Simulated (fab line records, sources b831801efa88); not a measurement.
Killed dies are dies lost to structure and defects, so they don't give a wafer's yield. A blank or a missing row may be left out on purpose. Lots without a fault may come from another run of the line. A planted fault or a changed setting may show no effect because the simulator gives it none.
Which tool did it? | flow sky130 | 13 lots, 39 wafers sampled, at 3 steps of a route of 708

WHAT THE GAUGES READ, wafer by wafer
SKY_VIA4_THK_MEAS_01. Usual: VIA4_HDPCVD_THK 1751 nm, standard deviation 22.
lot  | measured     | on            | VIA4_HDPCVD_THK (nm) | flag
L855 | day 41 22:07 | film_metro-02 | 1738 1714 1747       |
L857 | day 42 09:08 | film_metro-02 | 1699 1728 1721       |
L858 | day 42 20:31 | film_metro-03 | 1742 1739 1752       |
L859 | day 43 02:17 | film_metro-03 | 1736 1751 1724       |
L862 | day 44 03:32 | film_metro-03 | 1769 1740 1767       |
L864 | day 44 12:17 | film_metro-02 | 1738 1745 1719       |
L863 | day 44 18:21 | film_metro-03 | 1743 1745 1740       |
L865 | day 44 19:55 | film_metro-03 | 1776 1778 1757       |
L867 | day 45 08:07 | film_metro-02 | 1746 1754 1745       |
L866 | day 45 11:59 | film_metro-02 | 1777 1767 1783       |
L868 | day 45 21:23 | film_metro-02 | 1763 1751 1778       |
L871 | day 46 09:50 | film_metro-03 | 1742 1755 1782       |
L877 | day 48 07:06 | film_metro-02 | 1718 1732 1720       |

SKY_VIA4_OVL_MEAS_11. Usual: VIA4_OVL -0.3 nm, standard deviation 1.3.
lot  | measured     | on         | VIA4_OVL (nm)  | flag
L855 | day 42 22:28 | overlay-01 | -0.2 0.0 -0.7  |
L857 | day 43 08:53 | overlay-01 | 0.9 0.4 1.8    |
L858 | day 43 19:44 | overlay-01 | -1.1 -2.5 -1.1 |
L859 | day 44 01:05 | overlay-02 | 1.1 -1.4 0.9   |
L862 | day 45 02:07 | overlay-01 | -1.2 -1.5 -2.0 |
L864 | day 45 10:04 | overlay-02 | 2.4 -0.6 2.0   |
L863 | day 45 15:53 | overlay-02 | -0.7 0.0 -1.2  |
L865 | day 45 17:29 | overlay-02 | -0.4 0.0 -1.0  |
L867 | day 46 05:22 | overlay-02 | 0.8 -0.2 -0.2  |
L866 | day 46 09:20 | overlay-02 | -1.9 0.3 -0.3  |
L868 | day 46 17:49 | overlay-01 | 3.3 -0.4 1.4   |
L871 | day 47 06:32 | overlay-01 | -0.5 1.4 -0.3  |
L877 | day 49 02:20 | overlay-02 | -1.6 1.5 0.2   |

WHICH TOOL RAN EACH LOT (tool, then ch and the chambers of the sampled wafers, then the start)
lot  | SKY_CONTACT_CVD_00
L855 | pecvd-04 ch 0,1,2, day 30 06:59
L857 | pecvd-02 ch 0,1,2, day 30 22:17
L858 | pecvd-03 ch 0,1,2, day 31 12:13
L859 | pecvd-04 ch 0,1,2, day 31 17:47
L862 | pecvd-02 ch 0,2, day 33 00:53
L864 | pecvd-04 ch 1,2, day 33 11:44
L863 | pecvd-03 ch 0,1,2, day 33 18:53
L865 | pecvd-02 ch 0,1,2, day 33 20:44
L867 | pecvd-03 ch 0,1,2, day 34 10:50
L866 | pecvd-04 ch 0,2, day 34 17:05
L868 | pecvd-02 ch 0,2, day 35 05:02
L871 | pecvd-04 ch 1,2, day 35 18:57
L877 | pecvd-04 ch 0,2, day 38 07:38
- SKY_CONTACT_CVD_00: deposits Si3N4, target thk 75 nm.

WHAT THE TOOLS THEMSELVES READ (means of the sampled wafers that have a number; where no wafer has one, the mark that the record gives instead)
SKY_CONTACT_CVD_00. Usual: heater_power_w 720 W, standard deviation 100.
lot  | tool     | heater_power_w (W) | flag
L855 | pecvd-04 | 771                |
L857 | pecvd-02 | 738                |
L858 | pecvd-03 | 678                |
L859 | pecvd-04 | 734                |
L862 | pecvd-02 | 635                |
L864 | pecvd-04 | 722                |
L863 | pecvd-03 | 672                |
L865 | pecvd-02 | 706                |
L867 | pecvd-03 | 698                |
L866 | pecvd-04 | 700                |
L868 | pecvd-02 | 683                |
L871 | pecvd-04 | 786                |
L877 | pecvd-04 | 708                |

THE ANSWER, worked out from the rows above alone
Rule: a lot is off if the mean of its wafers that have a number lies more than 3 standard deviations from the usual mean. A lot without any number at a reading at which 4 lots or more have one is off too. The other lots that the step has rows for count as sound. The gauges are gone through in route order, then the tools' own readings, and for those a lot's mean is taken as printed above. The first step at which some lot is off is used, and at that step the reading that is off furthest; a lot without a number counts as furthest.
No lot is off at any reading shown: from this, nothing can be told.

WHAT THE SIMULATOR HAD PUT IN
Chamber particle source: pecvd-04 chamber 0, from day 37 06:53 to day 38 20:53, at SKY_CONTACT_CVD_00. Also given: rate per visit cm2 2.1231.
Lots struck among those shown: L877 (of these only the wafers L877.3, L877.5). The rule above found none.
